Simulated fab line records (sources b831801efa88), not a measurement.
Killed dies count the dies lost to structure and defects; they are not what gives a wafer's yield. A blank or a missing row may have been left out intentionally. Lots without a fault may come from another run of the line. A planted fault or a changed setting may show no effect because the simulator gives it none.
A struck lot beside a sound one    flow gf180mcu    14 out of 602 route steps
Sound: the wafers L253.1, L253.4, L253.5. The struck wafers were L260.1, L260.3, L260.5. Last of all comes the cause.
At each step with rows: each side's tool, then ch and its chambers, then its first start. Under that, the readings that differ: sound wafers    struck wafers    difference of the means    sigmas: that difference in standard deviations of wafers without a fault.
alike: a reading whose means differ by less than 2 such deviations, as well as words and numbers matching on both sides. not compared: withheld readings; readings where some wafer has no value; bounds like >300 that might hide an equal value; numbers whose values overlap and for which the record gives no deviation.
The two part at a step that has a row with sigmas, a row that says differs or no value, or rows on one side only. Numbers that don't overlap but have no deviation are shown without sigmas and don't part them. A reading missing from all wafers of one side parts the sides only when that side holds two or more wafers.

first, 4 steps without rows for these wafers: GF_VT_IMPLANT_SOFTBAKE_14 (time 60 s); GF_VT_IMPLANT_EXPOSE_15 (exposes mask Nwell LV AREA, target cd 860 nm); GF_VT_IMPLANT_PEB_16; GF_VT_IMPLANT_DEVELOP_17 (develop time 60 s).
GF_VT_IMPLANT_OVL_MEAS_18:
  sound on overlay-02, day 8 03:20; struck on overlay-01, day 10 00:47
  alike: VT_IMPLANT_01_OVL
then, 1 step without rows for these wafers: GF_VT_IMPLANT_IMPLANT_19.
GF_VT_IMPLANT_STRIP_20: strips in O2/N2.
  sound on plasma asher-02 ch 0,1, day 8 03:32; struck on plasma asher-04 ch 0,1, day 10 00:59
  alike: drypump motor current A, heater power w, oes product au, strip time to endpoint s
  not compared: rf hours counter h
GF_VT_IMPLANT_TW_MEAS_21:
  sound on film metro-04, day 8 03:38; struck on film metro-02, day 10 01:05
  alike: VT_IMPLANT_2_TW
then, 4 steps without rows for these wafers: GF_VT_IMPLANT_DEHYDRATE_22 (time 60 s); GF_VT_IMPLANT_HMDS_23 (prime time 60 s); GF_VT_IMPLANT_COAT_24 (resist thk 1000 nm); GF_VT_IMPLANT_SOFTBAKE_25 (time 60 s).
GF_VT_IMPLANT_EXPOSE_26: exposes mask LVPWELL HV AREA, target cd 860 nm.
  sound on iline stepper-01 ch 0, day 8 12:05; struck on iline stepper-01, day 10 09:40
  no value came back on the struck wafers for exposure dose mJ cm2, focus offset nm (nm), stage vel mm s (mm/s); on the sound wafers exposure dose mJ cm2 reads 140.00 140.16 140.29
reading                             sound                 struck                   difference  sigmas
model.VT_IMPLANT.overlay x nm (nm)  -1.252 -1.252 -1.252  -0.5311 -0.5311 -0.5311  +0.7209     
  alike: mask
then, 1 step without rows for these wafers: GF_VT_IMPLANT_PEB_27.

== WHERE THEY PART ==
Within this record, at GF_VT_IMPLANT_EXPOSE_26 only.

WHY: the cause the simulator had injected
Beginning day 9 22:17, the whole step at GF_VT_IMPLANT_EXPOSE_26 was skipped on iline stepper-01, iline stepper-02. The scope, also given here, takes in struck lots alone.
